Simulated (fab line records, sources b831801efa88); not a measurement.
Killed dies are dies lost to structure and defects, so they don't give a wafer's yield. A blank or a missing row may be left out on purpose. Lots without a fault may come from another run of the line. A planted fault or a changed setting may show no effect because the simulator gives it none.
fab line records | flow sky130
record lots=5 wafers=15 last_day=49
route steps=708 shown LI_CONTACT@384 LOCAL_INTERCONNECT@387 CONTACT@406
lots that met no fault: from a run of the same line without faults
start_h: hours from the record's first day to the start of the lot's first wafer shown | wait_h: hours since the lot's step before | " the same as in the row above | L1.1+2: a row that stands for several wafers | - no value, or no start given | * or withheld: withheld | < > ~ a bound
route shown NAME@n: a module of which the file shows steps, and the number in the route of the first | usual: mean/standard deviation of fault-free wafers | same: alike in all rows | chamber/n: place in a boat | sites: the reading at each site | _std_site: their standard deviation | _edge_site: outer sites' mean less inner sites' | radius_mm: how far each site lies from the wafer's centre | mask NAME#n: copy n | behind: the tool/chamber that last shaped the wafer | hold: why the lot was held/for how many hours/how that ended | device: the transistor (n, p or np) that didn't switch | end of line: the same wafers' tests at the end of the route | a step without rows: its recipe alone | killed: dies lost to structure and defects at the first sort, not the wafer's yield | map: a wafer's dies, x killed, . not, _ none there
set.NAME: the setting as run; set.NAME@STEP: as run at that earlier step | model.NAME: the simulator's own value behind a step, which no gauge read
lots at some steps of the route; a table a step, a row a wafer
services: from which hour (start_h, from the record's first day; less than 0 if before it) a tool's chamber was out of use, for how many hours, and why
## steps
# step SKY_LI_CONTACT_RS_MEAS_22
# recipe thk_meas_gauge=four-point-probe reads=W_of_LI_CONTACT_CVD_21+TiN_of_LI_CONTACT_SPUTTER_20+Ti_of_LI_CONTACT_SPUTTER_19
# usual LI_CONTACT_W_RS=0.285/0.0031
# columns lot.wafer tool chamber start_h wait_h LI_CONTACT_W_RS[ohm/sq]
L075.2 film_metro-03 - 687.46 0.1 0.289
L075.3 " - " " 0.286
L075.5 " - " " 0.283
L084.2 film_metro-02 - 760.29 0.1 0.284
L084.4 " - " " 0.284
L084.6 " - " " 0.279
L091.2 film_metro-02 - 816.71 0.1 0.284
L091.3 " - " " 0.285
L091.6 " - " " 0.281
L092.1 film_metro-01 - 817.88 0.1 0.283
L092.2 " - " " 0.283
L092.6 " - " " 0.287
L093.1 film_metro-02 - 829.79 0.1 0.285
L093.2 " - " " 0.282
L093.5 " - " " 0.284
# step SKY_LI_CONTACT_THK_MEAS_23
# recipe thk_meas_gauge=xrf reads=W_of_LI_CONTACT_CVD_21
# usual LI_CONTACT_W_THK=401/6.5
# columns lot.wafer tool chamber start_h wait_h LI_CONTACT_W_THK[nm]
L075.2 film_metro-03 - 687.57 0.1 395
L075.3 " - " " 403
L075.5 " - " " 403
L084.2 film_metro-02 - 760.40 0.1 404
L084.4 " - " " 405
L084.6 " - " " 415
L091.2 film_metro-02 - 816.82 0.1 407
L091.3 " - " " 403
L091.6 " - " " 411
L092.1 film_metro-01 - 818.00 0.1 401
L092.2 " - " " 402
L092.6 " - " " 396
L093.1 film_metro-02 - 829.91 0.1 406
L093.2 " - " " 409
L093.5 " - " " 405
# step SKY_LI_CONTACT_CMP_24
# recipe stop_on=PSG t_overpolish_s=20 down_force_psi=3.5 platen_rpm=60 target_thk_nm=0 pad_velocity_m_s=0.94248
# usual motor_current_A=11.8/0.67 overpolish_run_s=20.000/0.0096 time_to_endpoint_s=95/3.9
# same t_overpolish_s=20
# columns lot.wafer tool chamber start_h wait_h motor_current_A overpolish_run_s time_to_endpoint_s
L075.2 cmp-02 1 687.72 0.1 11.0 19.989 95
L075.3 " 2 " " 11.3 19.981 94
L075.5 " 3 " " 12.2 20.010 96
L084.2 cmp-01 3 760.45 0.0 11.8 19.997 96
L084.4 " 2 " " 12.1 19.993 100
L084.6 " 3 " " 11.1 20.012 93
L091.2 cmp-01 0 817.20 0.4 12.9 19.992 93
L091.3 " 1 " " 12.7 19.988 89
L091.6 " 3 " " 11.7 20.003 99
L092.1 cmp-01 1 818.30 0.3 12.7 20.003 90
L092.2 " 2 " " 11.6 20.015 97
L092.6 " 2 " " 11.9 19.998 98
L093.2 cmp-02 2 829.97 0.0 10.5 19.999 98
L093.1 " 3 " " 11.4 20.010 96
L093.5 " 3 " " 11.8 20.000 97
# step SKY_LOCAL_INTERCONNECT_SPUTTER_00
# recipe material=TiN target_thk_nm=100 temp_c=300 power_w=6500 time_s=83.3 chamber_pressure_pa=0.4
# usual throttle_valve_pct=29.8/1.4
# columns lot.wafer tool chamber start_h wait_h throttle_valve_pct
L075.2 pvd_sputter-01 - 687.92 0.1 29.1
L075.3 " - " " 29.0
L075.5 " - " " 30.1
L084.2 pvd_sputter-03 - 760.77 0.3 28.3
L084.4 " - " " 31.7
L084.6 " - " " 31.0
L091.2 pvd_sputter-04 - 817.40 0.1 30.4
L091.3 " - " " 30.0
L091.6 " - " " 29.3
L092.1 pvd_sputter-03 - 818.60 0.2 31.5
L092.2 " - " " 31.2
L092.6 " - " " 28.2
L093.1 pvd_sputter-03 - 830.30 0.2 31.0
L093.2 " - " " 31.7
L093.5 " - " " 31.4
# step SKY_LOCAL_INTERCONNECT_RS_MEAS_01
# recipe thk_meas_gauge=four-point-probe reads=TiN_of_LOCAL_INTERCONNECT_SPUTTER_00
# usual LOCAL_INTERCONNECT_TIN_RS=14.06/0.23
# columns lot.wafer tool chamber start_h wait_h LOCAL_INTERCONNECT_TIN_RS[ohm/sq]
L075.2 film_metro-04 - 688.00 0.1 14.06
L075.3 " - " " 14.04
L075.5 " - " " 14.14
L084.2 film_metro-04 - 760.86 0.1 13.95
L084.4 " - " " 14.10
L084.6 " - " " 13.92
L091.2 film_metro-02 - 817.48 0.1 14.44
L091.3 " - " " 14.25
L091.6 " - " " 14.25
L092.1 film_metro-03 - 818.67 0.0 14.19
L092.2 " - " " 14.05
L092.6 " - " " 14.06
L093.1 film_metro-03 - 830.36 0.0 13.91
L093.2 " - " " 14.20
L093.5 " - " " 14.16
# step SKY_LOCAL_INTERCONNECT_THK_MEAS_02
# recipe thk_meas_gauge=xrf reads=TiN_of_LOCAL_INTERCONNECT_SPUTTER_00
# usual LOCAL_INTERCONNECT_TIN_THK=100.3/1.6
# columns lot.wafer tool chamber start_h wait_h LOCAL_INTERCONNECT_TIN_THK[nm]
L075.2 film_metro-04 - 688.11 0.1 100.6
L075.3 " - " " 100.7
L075.5 " - " " 100.3
L084.2 film_metro-04 - 760.97 0.1 101.5
L084.4 " - " " 100.4
L084.6 " - " " 101.8
L091.2 film_metro-02 - 817.59 0.1 97.0
L091.3 " - " " 98.7
L091.6 " - " " 98.8
L092.1 film_metro-03 - 818.79 0.1 99.9
L092.2 " - " " 100.9
L092.6 " - " " 100.3
L093.1 film_metro-03 - 830.48 0.1 101.9
L093.2 " - " " 99.7
L093.5 " - " " 99.7
# step SKY_LOCAL_INTERCONNECT_DEHYDRATE_03
# recipe temp_c=200 time_s=60
# columns lot.wafer tool chamber start_h wait_h
L075.2+3+5 litho_track-03 0 701.55 13.4
L084.2+4+6 litho_track-03 0 773.65 12.7
L091.2+3+6 litho_track-02 0 829.66 12.1
L092.1+2+6 litho_track-02 0 831.39 12.6
L093.1+2+5 litho_track-04 0 843.19 12.7
# step SKY_LOCAL_INTERCONNECT_HMDS_04
# recipe prime_time_s=60 prime_temp_c=120
# columns lot.wafer tool chamber start_h wait_h
L075.2+3+5 litho_track-03 0 701.70 0.1
L084.2+4+6 litho_track-03 0 773.80 0.1
L091.2+3+6 litho_track-02 0 829.81 0.1
L092.1+2+6 litho_track-02 0 831.54 0.1
L093.1+2+5 litho_track-04 0 843.34 0.1
# step SKY_LOCAL_INTERCONNECT_COAT_05
# recipe resist=BARC temp_c=withheld time_s=withheld spin_rpm=3000 resist_thk_nm=60
# columns lot.wafer tool chamber start_h wait_h
L075.2+3+5 litho_track-03 0 701.85 0.1
L084.2+4+6 litho_track-03 0 773.95 0.1
L091.2+3+6 litho_track-02 0 829.96 0.1
L092.1+2+6 litho_track-02 0 831.69 0.1
L093.1+2+5 litho_track-04 0 843.49 0.1
# step SKY_LOCAL_INTERCONNECT_COAT_06
# recipe resist=KrF-thick spin_rpm=3000 resist_thk_nm=450
# columns lot.wafer tool chamber start_h wait_h
L075.2+3+5 litho_track-03 0 - -
L084.2+4+6 litho_track-03 0 - -
L091.2+3+6 litho_track-02 0 - -
L092.1+2+6 litho_track-02 0 - -
L093.1+2+5 litho_track-04 0 - -
# step SKY_LOCAL_INTERCONNECT_SOFTBAKE_07
# recipe temp_c=100 time_s=90 resist=KrF-thick
# columns lot.wafer tool chamber start_h wait_h
L075.2+3+5 litho_track-03 0 - -
L084.2+4+6 litho_track-03 0 - -
L091.2+3+6 litho_track-02 0 - -
L092.1+2+6 litho_track-02 0 - -
L093.1+2+5 litho_track-04 0 - -
# step SKY_LOCAL_INTERCONNECT_EXPOSE_08
# recipe mask_id=LI1M na=0.8 source_shape=annular sigma_inner=0.55 sigma_outer=0.85 target_cd_nm=170 dose_mj=28
# columns lot.wafer tool chamber start_h wait_h mask
L075.2+3+5 krf_scanner-02 0 - - LI1M#0
L084.2+4+6 krf_scanner-02 0 - - LI1M#0
L091.2+3+6 krf_scanner-01 0 - - LI1M#0
L092.1+2+6 krf_scanner-01 0 - - LI1M#0
L093.1+2+5 krf_scanner-01 0 - - LI1M#0
# step SKY_LOCAL_INTERCONNECT_PEB_09
# recipe peb_temp_c=withheld peb_time_s=withheld resist=KrF-thick
# columns lot.wafer tool chamber start_h wait_h
L075.2+3+5 litho_track-02 0 - -
L084.2+4+6 litho_track-03 0 - -
L091.2+3+6 litho_track-03 0 - -
L092.1+2+6 litho_track-02 0 - -
L093.1+2+5 litho_track-02 0 - -
# step SKY_LOCAL_INTERCONNECT_DEVELOP_10
# recipe develop_time_s=60 resist=KrF-thick dev_temp_c=21
# columns lot.wafer tool chamber start_h wait_h
L075.2+3+5 litho_track-02 0 - -
L084.2+4+6 litho_track-03 0 - -
L091.2+3+6 litho_track-03 0 - -
L092.1+2+6 litho_track-02 0 - -
L093.1+2+5 litho_track-02 0 - -
# step SKY_LOCAL_INTERCONNECT_CD_MEAS_11
# recipe target_cd_nm=170
# usual cd_nm=169.9/1.9
# columns lot.wafer tool chamber start_h wait_h cd_nm
L075.2 cd_sem-02 - 716.26 - 171.6
L075.3 " - " " 170.8
L075.5 " - " " 170.9
L084.2 cd_sem-02 - 787.90 - 168.4
L084.4 " - " " 167.0
L084.6 " - " " 165.9
L091.2 cd_sem-01 - 843.65 - 167.7
L091.3 " - " " 166.8
L091.6 " - " " 165.0
L092.1 cd_sem-02 - 845.44 - 167.7
L092.2 " - " " 168.1
L092.6 " - " " 168.4
L093.1 cd_sem-02 - 856.39 - 170.4
L093.2 " - " " 170.4
L093.5 " - " " 171.2
# step SKY_LOCAL_INTERCONNECT_OVL_MEAS_12
# usual LOCAL_INTERCONNECT_OVL=1/6
# columns lot.wafer tool chamber start_h wait_h LOCAL_INTERCONNECT_OVL[nm]
L075.2 overlay-01 - 716.36 0.1 4
L075.3 " - " " -6
L075.5 " - " " -10
L084.2 overlay-02 - 788.01 0.1 4
L084.4 " - " " 0
L084.6 " - " " 2
L091.2 overlay-02 - 843.76 0.1 11
L091.3 " - " " 7
L091.6 " - " " 2
L092.1 overlay-01 - 845.56 0.1 -1
L092.2 " - " " -1
L092.6 " - " " -7
L093.1 overlay-02 - 857.05 0.6 7
L093.2 " - " " 10
L093.5 " - " " 1
# step SKY_LOCAL_INTERCONNECT_ETCH_13
# recipe chemistry=N2/H2 target=BARC ion_energy_ev=200 bias_w=100 pressure_mtorr=30 n2_flow_sccm=100 h2_flow_sccm=200 icp_w=500 stop_on=SiO2 time_s=45.9 target_depth_a=600
# usual drypump_motor_current_A=5.8/0.43 oes_product_au=0.855/0.0044 throttle_valve_pct=13.226/0.0083
# columns lot.wafer tool chamber start_h wait_h drypump_motor_current_A oes_product_au rf_hours_counter_h throttle_valve_pct
L075.2 rie_metal-04 1 716.39 0.0 5.7 0.860 15 13.228
L075.3 " 1 " " 5.6 0.859 - 13.232
L075.5 " 0 " " 6.8 0.852 - 13.222
L084.2 rie_metal-03 1 788.04 0.0 5.5 0.846 2 13.211
L084.4 " 1 " " 5.5 0.864 - 13.230
L084.6 " 1 " " 5.5 0.846 - 13.222
L091.2 rie_metal-03 1 843.79 0.0 5.5 0.853 4 13.214
L091.3 " 1 " " 5.5 0.864 - 13.215
L091.6 " 0 " " 5.7 0.858 - 13.219
L092.1 rie_metal-01 1 845.60 0.0 5.6 0.854 17 13.230
L092.2 " 0 " " 6.1 0.858 4 13.226
L092.6 " 0 " " 6.1 0.850 - 13.230
L093.1 rie_metal-01 1 857.09 0.0 5.6 0.850 17 13.224
L093.2 " 0 " " 6.1 0.853 4 13.223
L093.5 " 0 " " 6.0 0.858 - 13.226
# step SKY_LOCAL_INTERCONNECT_METAL_ETCH_14
# recipe target_depth_nm=110 stop_on=PSG chemistry=Cl2/BCl3 target=TiN resist_sidewall_deg=88 pressure_mtorr=10 icp_w=900 bias_w=48.5 Cl2_flow_sccm=60 bcl3_flow_sccm=30 time_s=31.4
# usual drypump_motor_current_A=5.8/0.44 mfc_cl2_sccm=60.00/0.18 oes_product_au=0.944/0.0097 throttle_valve_pct=21.899/0.011
# columns lot.wafer tool chamber start_h wait_h drypump_motor_current_A mfc_cl2_sccm oes_product_au rf_hours_counter_h throttle_valve_pct
L075.2 rie_metal-04 1 716.46 0.0 5.6 59.89 0.947 15 21.898
L075.3 " 1 " " 5.6 60.00 0.955 - 21.890
L075.5 " 0 " " 6.8 59.88 0.935 - 21.912
L084.2 rie_metal-03 1 788.10 0.0 5.5 60.01 0.951 2 21.878
L084.4 " 1 " " 5.5 59.95 0.937 - 21.899
L084.6 " 1 " " 5.5 59.83 0.954 - 21.876
L091.2 rie_metal-03 1 843.85 0.0 5.4 60.02 0.929 4 21.909
L091.3 " 1 " " 5.4 60.07 0.938 - 21.906
L091.6 " 0 " " 5.7 59.73 0.934 - 21.893
L092.1 rie_metal-01 1 845.66 0.0 5.6 59.78 0.946 17 21.917
L092.2 " 0 " " 6.1 59.88 0.946 4 21.908
L092.6 " 0 " " 6.1 59.72 0.944 - 21.887
L093.1 rie_metal-01 1 857.15 0.0 5.6 60.01 0.947 17 21.904
L093.2 " 0 " " 6.0 59.90 0.938 4 21.891
L093.5 " 0 " " 6.0 59.92 0.935 - 21.891
# step SKY_LOCAL_INTERCONNECT_STRIP_15
# recipe chemistry=O2/N2 power_w=1400 pressure_mtorr=1500 platen_temp_c=withheld o2_flow_sccm=3000 n2_flow_sccm=300 overash_fraction=0.5
# usual drypump_motor_current_A=5.96/0.27 oes_product_au=0.427/0.0047 strip_time_to_endpoint_s=4.732/0.023
# columns lot.wafer tool chamber start_h wait_h drypump_motor_current_A oes_product_au rf_hours_counter_h strip_time_to_endpoint_s
L075.2 plasma_asher-01 0 716.51 0.0 5.80 0.424 102 4.722
L075.3 " 1 " " 5.43 0.431 - 4.703
L075.5 " 1 " " 5.47 0.429 - 4.753
L084.2 plasma_asher-04 0 788.15 0.0 6.21 0.429 37 4.733
L084.4 " 0 " " 6.25 0.427 - 4.732
L084.6 " 0 " " 6.25 0.426 - 4.720
L091.2 plasma_asher-04 1 843.90 0.0 6.10 0.426 41 4.721
L091.3 " 0 " " 6.24 0.426 - 4.725
L091.6 " 1 " " 6.11 0.418 - 4.691
L092.1 plasma_asher-01 1 845.71 0.0 5.47 0.422 9 4.728
L092.2 " 0 " " 5.83 0.423 9 4.764
L092.6 " 1 " " 5.52 0.422 - 4.750
L093.1 plasma_asher-01 1 857.20 0.0 5.48 0.425 10 4.725
L093.2 " 0 " " 5.81 0.431 10 4.763
L093.5 " 1 " " 5.47 0.423 - 4.756
# step SKY_LOCAL_INTERCONNECT_STRIP_16
# recipe chemistry=post_etch_residue_remover time_s=1200 temp_c=72.5
# columns lot.wafer tool chamber start_h wait_h
L075.2+3+5 wet_bench-02 0 716.61 0.1
L084.2+4+6 wet_bench-02 2 788.25 0.1
L091.2+3+6 wet_bench-03 0 844.00 0.1
L092.1+2+6 wet_bench-02 2 845.81 0.1
L093.1+2+5 wet_bench-04 3 857.30 0.1
# step SKY_LOCAL_INTERCONNECT_CLEAN_17
# recipe chemistry=IPA time_s=180 temp_c=25
# columns lot.wafer tool chamber start_h wait_h
L075.2+3+5 wet_bench-04 2 716.95 0.0
L084.2+4+6 wet_bench-03 1 788.59 0.0
L091.2+3+6 wet_bench-02 2 844.34 0.0
L092.1+2+6 wet_bench-04 1 846.18 0.0
L093.1+2+5 wet_bench-03 1 857.64 0.0
# step SKY_LOCAL_INTERCONNECT_CLEAN_18
# recipe chemistry=O3/DIW dry=n2_spin
# columns lot.wafer tool chamber start_h wait_h
L075.2+3+5 wet_bench-03 0 717.01 0.0
L084.2+4+6 wet_bench-04 3 788.66 0.0
L091.2+3+6 wet_bench-03 0 844.41 0.0
L092.1+2+6 wet_bench-03 1 846.24 0.0
L093.1+2+5 wet_bench-03 3 857.70 0.0
# step SKY_CONTACT_CVD_00
# recipe material=Si3N4 target_thk_nm=75 temp_c=400 time_s=withheld rf_w=450
# usual heater_power_w=681/94
# columns lot.wafer tool chamber start_h wait_h heater_power_w
L075.2 pecvd-04 2 717.10 0.0 646
L075.3 " 1 " " 618
L075.5 " 2 " " 651
L084.2 pecvd-04 0 788.75 0.0 669
L084.4 " 1 " " 623
L084.6 " 0 " " 683
L091.2 pecvd-03 2 844.50 0.0 635
L091.3 " 1 " " 895
L091.6 " 1 " " 864
L092.1 pecvd-02 1 846.33 0.0 669
L092.2 " 0 " " 820
L092.6 " 1 " " 672
L093.1 pecvd-04 2 857.79 0.0 751
L093.2 " 1 " " 563
L093.5 " 1 " " 554
# step SKY_CONTACT_THK_MEAS_01
# recipe reads=Si3N4_of_CONTACT_CVD_00
# usual CONTACT_CVD_00_THK=75.2/1.1
# columns lot.wafer tool chamber start_h wait_h CONTACT_CVD_00_THK[nm]
L075.2 film_metro-01 - 717.14 - 75.2
L075.3 " - " " 74.7
L075.5 " - " " 76.7
L084.2 film_metro-04 - 788.79 - 74.6
L084.4 " - " " 74.7
L084.6 " - " " 75.4
L091.2 film_metro-04 - 844.54 - 74.3
L091.3 " - " " 74.7
L091.6 " - " " 75.3
L092.1 film_metro-02 - 846.37 - 75.4
L092.2 " - " " 75.1
L092.6 " - " " 75.0
L093.1 film_metro-04 - 857.83 - 74.1
L093.2 " - " " 73.8
L093.5 " - " " 75.1
# step SKY_CONTACT_HDPCVD_02
# recipe material=SiO2 target_thk_nm=565 sigma_open_frac=0.3 time_s=94.2 temp_c=600 sih4_flow_sccm=60 pressure_mtorr=6
# columns lot.wafer tool chamber start_h wait_h
L075.2+3+5 hdpcvd-02 2,0,2 717.19 0.0
L084.2+4+6 hdpcvd-02 1,1,0 788.84 0.0
L091.2+3+6 hdpcvd-01 0,1,0 844.59 0.0
L092.1+2+6 hdpcvd-01 1,2,2 846.43 0.1
L093.1+2+5 hdpcvd-02 0,2,0 857.89 0.1
# step SKY_CONTACT_THK_MEAS_03
# recipe reads=SiO2_of_CONTACT_HDPCVD_02
# usual CONTACT_HDPCVD_THK=572/6.6
# columns lot.wafer tool chamber start_h wait_h CONTACT_HDPCVD_THK[nm]
L075.2 film_metro-01 - 717.27 0.0 568
L075.3 " - " " 570
L075.5 " - " " 572
L084.2 film_metro-02 - 788.92 0.0 569
L084.4 " - " " 563
L084.6 " - " " 579
L091.2 film_metro-02 - 844.67 0.0 574
L091.3 " - " " 570
L091.6 " - " " 571
L092.1 film_metro-04 - 846.50 0.0 581
L092.2 " - " " 570
L092.6 " - " " 580
L093.1 film_metro-02 - 857.96 0.0 583
L093.2 " - " " 574
L093.5 " - " " 579
# step SKY_CONTACT_CMP_04
# recipe material=SiO2 down_force_psi=4 platen_rpm=60 pad_velocity_m_s=0.94248
# usual motor_current_A=12.9/0.73 time_to_endpoint_s=83/5.9
# columns lot.wafer tool chamber start_h wait_h motor_current_A time_to_endpoint_s
L075.2 cmp-01 2 717.37 0.1 13.3 83
L075.3 " 0 " " 13.8 78
L075.5 " 2 " " 13.3 86
L084.2 cmp-02 3 789.02 0.1 13.4 88
L084.4 " 1 " " 11.6 86
L084.6 " 3 " " 13.0 93
L091.3 cmp-01 2 844.77 0.1 12.8 79
L091.2 " 3 " " 13.1 76
L091.6 " 1 " " 12.5 73
L092.1 cmp-01 0 846.66 0.1 13.5 80
L092.2 " 1 " " 13.4 76
L092.6 " 2 " " 13.4 84
L093.2 cmp-02 1 858.12 0.1 12.2 89
L093.1 " 2 " " 11.6 91
L093.5 " 0 " " 13.3 86
# step SKY_CONTACT_BOW_MEAS_05
# recipe mode=bow
# usual CONTACT_BOW=81/6.6
# columns lot.wafer tool chamber start_h wait_h CONTACT_BOW[um]
L075.2 film_metro-04 - 717.64 0.2 83
L075.3 " - " " 81
L075.5 " - " " 81
L084.2 film_metro-04 - 789.29 0.2 95
L084.4 " - " " 91
L084.6 " - " " 85
L091.2 film_metro-04 - 845.04 0.2 96
L091.3 " - " " 78
L091.6 " - " " 79
L092.1 film_metro-04 - 846.86 0.1 79
L092.2 " - " " 82
L092.6 " - " " 76
L093.1 film_metro-04 - 858.32 0.1 71
L093.2 " - " " 79
L093.5 " - " " 87
# step SKY_CONTACT_DEHYDRATE_06
# recipe temp_c=200 time_s=60
# columns lot.wafer tool chamber start_h wait_h
L075.2+3+5 litho_track-01 0 730.73 13.1
L084.2+4+6 litho_track-02 0 801.96 12.7
L091.2+3+6 litho_track-04 0 857.32 12.3
L092.1+2+6 litho_track-04 0 859.19 12.3
L093.1+2+5 litho_track-04 0 870.14 11.8
# step SKY_CONTACT_HMDS_07
# recipe prime_time_s=60 prime_temp_c=120
# columns lot.wafer tool chamber start_h wait_h
L075.2+3+5 litho_track-01 0 730.88 0.1
L084.2+4+6 litho_track-02 0 802.11 0.1
L091.2+3+6 litho_track-04 0 857.47 0.1
L092.1+2+6 litho_track-04 0 859.34 0.1
L093.1+2+5 litho_track-04 0 870.29 0.1
# step SKY_CONTACT_COAT_08
# recipe resist=BARC temp_c=withheld time_s=withheld spin_rpm=3000 resist_thk_nm=60
# columns lot.wafer tool chamber start_h wait_h
L075.2+3+5 litho_track-01 0 731.03 0.1
L084.2+4+6 litho_track-02 0 802.26 0.1
L091.2+3+6 litho_track-04 0 857.62 0.1
L092.1+2+6 litho_track-04 0 859.49 0.1
L093.1+2+5 litho_track-04 0 870.44 0.1
# step SKY_CONTACT_COAT_09
# recipe resist=KrF-thick spin_rpm=3000 resist_thk_nm=450
# columns lot.wafer tool chamber start_h wait_h
L075.2+3+5 litho_track-01 0 - -
L084.2+4+6 litho_track-02 0 - -
L091.2+3+6 litho_track-04 0 - -
L092.1+2+6 litho_track-04 0 - -
L093.1+2+5 litho_track-04 0 - -
# step SKY_CONTACT_SOFTBAKE_10
# recipe temp_c=100 time_s=90 resist=KrF-thick
# columns lot.wafer tool chamber start_h wait_h
L075.2+3+5 litho_track-01 0 - -
L084.2+4+6 litho_track-02 0 - -
L091.2+3+6 litho_track-04 0 - -
L092.1+2+6 litho_track-04 0 - -
L093.1+2+5 litho_track-04 0 - -
# step SKY_CONTACT_EXPOSE_11
# recipe mask_id=CTM1 na=0.8 source_shape=annular sigma_inner=0.55 sigma_outer=0.85 target_cd_nm=170 dose_mj=38
# columns lot.wafer tool chamber start_h wait_h mask
L075.2+3+5 krf_scanner-02 0 - - CTM1#0
L084.2+4+6 krf_scanner-02 0 - - CTM1#0
L091.2+3+6 krf_scanner-01 0 - - CTM1#0
L092.1+2+6 krf_scanner-02 0 - - CTM1#0
L093.1+2+5 krf_scanner-01 0 - - CTM1#0
# step SKY_CONTACT_PEB_12
# recipe peb_temp_c=withheld peb_time_s=withheld resist=KrF-thick
# columns lot.wafer tool chamber start_h wait_h
L075.2+3+5 litho_track-04 0 - -
L084.2+4+6 litho_track-02 0 - -
L091.2+3+6 litho_track-02 0 - -
L092.1+2+6 litho_track-04 0 - -
L093.1+2+5 litho_track-04 0 - -
# step SKY_CONTACT_DEVELOP_13
# recipe develop_time_s=60 resist=KrF-thick dev_temp_c=21
# columns lot.wafer tool chamber start_h wait_h
L075.2+3+5 litho_track-04 0 - -
L084.2+4+6 litho_track-02 0 - -
L091.2+3+6 litho_track-02 0 - -
L092.1+2+6 litho_track-04 0 - -
L093.1+2+5 litho_track-04 0 - -
# step SKY_CONTACT_CD_MEAS_14
# recipe target_cd_nm=170
# usual cd_nm=169.8/1.3
# columns lot.wafer tool chamber start_h wait_h cd_nm
L075.2 cd_sem-01 - 744.71 - 169.2
L075.3 " - " " 169.5
L075.5 " - " " 169.8
L084.2 cd_sem-01 - 815.92 - 167.9
L084.4 " - " " 168.3
L084.6 " - " " 167.6
L091.2 cd_sem-01 - 870.31 - 170.1
L091.3 " - " " 170.9
L091.6 " - " " 169.9
L092.1 cd_sem-01 - 872.79 - 169.3
L092.2 " - " " 169.5
L092.6 " - " " 170.6
L093.1 cd_sem-02 - 883.87 - 170.6
L093.2 " - " " 170.1
L093.5 " - " " 170.4
# step SKY_CONTACT_OVL_MEAS_15
# usual CONTACT_OVL=2/4.8
# columns lot.wafer tool chamber start_h wait_h CONTACT_OVL[nm]
L075.2 overlay-01 - 744.82 0.1 -4
L075.3 " - " " -5
L075.5 " - " " 0
L084.2 overlay-02 - 816.03 0.1 -4
L084.4 " - " " -8
L084.6 " - " " 0
L091.2 overlay-02 - 870.42 0.1 -2
L091.3 " - " " -3
L091.6 " - " " 2
L092.1 overlay-02 - 872.91 0.1 -4
L092.2 " - " " 0
L092.6 " - " " -1
L093.1 overlay-02 - 883.99 0.1 4
L093.2 " - " " 7
L093.5 " - " " 4
# step SKY_CONTACT_ETCH_16
# recipe chemistry=N2/H2 target=BARC ion_energy_ev=200 source_w=500 bias_w=100 pressure_mtorr=30 n2_flow_sccm=100 h2_flow_sccm=200 stop_on=SiO2 time_s=45.9 target_depth_a=600
# usual drypump_motor_current_A=6.0/0.56 oes_product_au=0.855/0.0048 throttle_valve_pct=13.225/0.0092
# columns lot.wafer tool chamber start_h wait_h drypump_motor_current_A oes_product_au rf_hours_counter_h throttle_valve_pct
L075.2 rie_diel-03 3 744.85 0.0 6.4 0.846 44 13.203
L075.3 " 0 " " 5.7 0.865 5 13.237
L075.5 " 0 " " 5.7 0.862 - 13.222
L084.2 rie_diel-03 2 816.06 0.0 5.7 0.857 2 13.230
L084.4 " 3 " " 6.4 0.858 1 13.231
L084.6 " 3 " " 6.4 0.859 - 13.230
L091.2 rie_diel-02 2 870.45 0.0 5.4 0.858 11 13.222
L091.3 " 3 " " 6.6 0.858 7 13.211
L091.6 " 2 " " 5.4 0.854 - 13.225
L092.1 rie_diel-03 2 872.95 0.0 5.7 0.854 4 13.233
L092.2 " 0 " " 5.7 0.860 10 13.237
L092.6 " 2 " " 5.7 0.855 - 13.234
L093.1 rie_diel-02 1 884.03 0.0 4.9 0.857 17 13.211
L093.2 " 2 " " 5.5 0.855 12 13.213
L093.5 " 1 " " 4.9 0.852 - 13.224
# step SKY_CONTACT_ETCH_17
# recipe target=SiO2 chemistry=C4F8/O2/Ar stop_on=Si3N4 mask_material=KrF-thick source_w=1500 bias_w=1200 pressure_mtorr=40 c4f8_flow_sccm=withheld O2_flow_sccm=6 Ar_flow_sccm=300 time_s=withheld target_depth_a=3400
# usual oes_product_au=0.891/0.0049
# columns lot.wafer tool chamber start_h wait_h oes_product_au
L075.2 rie_diel-03 3 744.89 0.0 0.892
L075.3 " 0 " " 0.888
L075.5 " 0 " " 0.884
L084.2 rie_diel-03 2 816.10 0.0 0.891
L084.4 " 3 " " 0.889
L084.6 " 3 " " 0.898
L091.2 rie_diel-02 2 870.49 0.0 0.893
L091.3 " 3 " " 0.898
L091.6 " 2 " " 0.888
L092.1 rie_diel-03 2 872.99 0.0 0.884
L092.2 " 0 " " 0.889
L092.6 " 2 " " 0.890
L093.1 rie_diel-02 1 884.07 0.0 0.898
L093.2 " 2 " " 0.890
L093.5 " 1 " " 0.893
# step SKY_CONTACT_ETCH_18
# recipe target=Si3N4 chemistry=CHF3/O2 stop_on=TiN source_w=600 bias_w=200 pressure_mtorr=40 chf3_flow_sccm=50 O2_flow_sccm=5 time_s=39 target_depth_a=750
# usual drypump_motor_current_A=6.0/0.56 oes_product_au=0.857/0.0085 throttle_valve_pct=8.794/0.0095
# columns lot.wafer tool chamber start_h wait_h drypump_motor_current_A oes_product_au rf_hours_counter_h throttle_valve_pct
L075.2 rie_diel-03 3 - - 6.4 0.850 44 8.814
L075.3 " 0 " " 5.7 0.844 5 8.790
L075.5 " 0 " " 5.7 0.871 - 8.800
L084.2 rie_diel-03 2 - - 5.7 0.854 2 8.787
L084.4 " 3 " " 6.4 0.860 1 8.789
L084.6 " 3 " " 6.4 0.866 - 8.804
L091.2 rie_diel-02 2 - - 5.5 0.847 11 8.788
L091.3 " 3 " " 6.6 0.855 7 8.795
L091.6 " 2 " " 5.5 0.865 - 8.790
L092.1 rie_diel-03 2 - - 5.7 0.859 4 8.773
L092.2 " 0 " " 5.7 0.853 10 8.794
L092.6 " 2 " " 5.7 0.853 - 8.769
L093.1 rie_diel-02 1 - - 4.8 0.848 17 8.792
L093.2 " 2 " " 5.4 0.846 12 8.779
L093.5 " 1 " " 4.8 0.857 - 8.788
## services
# columns tool chamber start_h hours kind
krf_scanner-02 - 692.51 1.3 pm
krf_scanner-01 - 694.55 1.0 pm
krf_scanner-02 - 704.91 1.0 pm
krf_scanner-01 - 705.91 3.6 pm
rie_diel-02 - 706.65 1.1 repair
rie_diel-02 2 707.74 7.6 repair
krf_scanner-02 - 709.47 4.4 pm
krf_scanner-01 - 713.84 4.4 pm
cmp-01 - 714.42 2.3 repair
krf_scanner-02 - 721.70 0.9 repair
krf_scanner-01 - 722.87 0.9 repair
cmp-01 - 734.23 0.7 repair
cmp-01 - 734.71 1.6 repair
krf_scanner-02 - 736.43 4.0 pm
cmp-01 - 738.10 5.7 pm
cmp-01 - 744.06 4.0 pm
wet_bench-03 - 745.09 4.4 pm
krf_scanner-01 - 746.04 1.3 pm
krf_scanner-01 - 776.22 7.2 pm
rie_diel-02 3 805.75 4.0 repair
cmp-01 - 828.70 3.0 repair
cmp-01 - 853.24 22.5 repair
rie_diel-02 0 867.02 15.2 repair
rie_diel-03 2 883.02 6.7 repair
## key
fault none
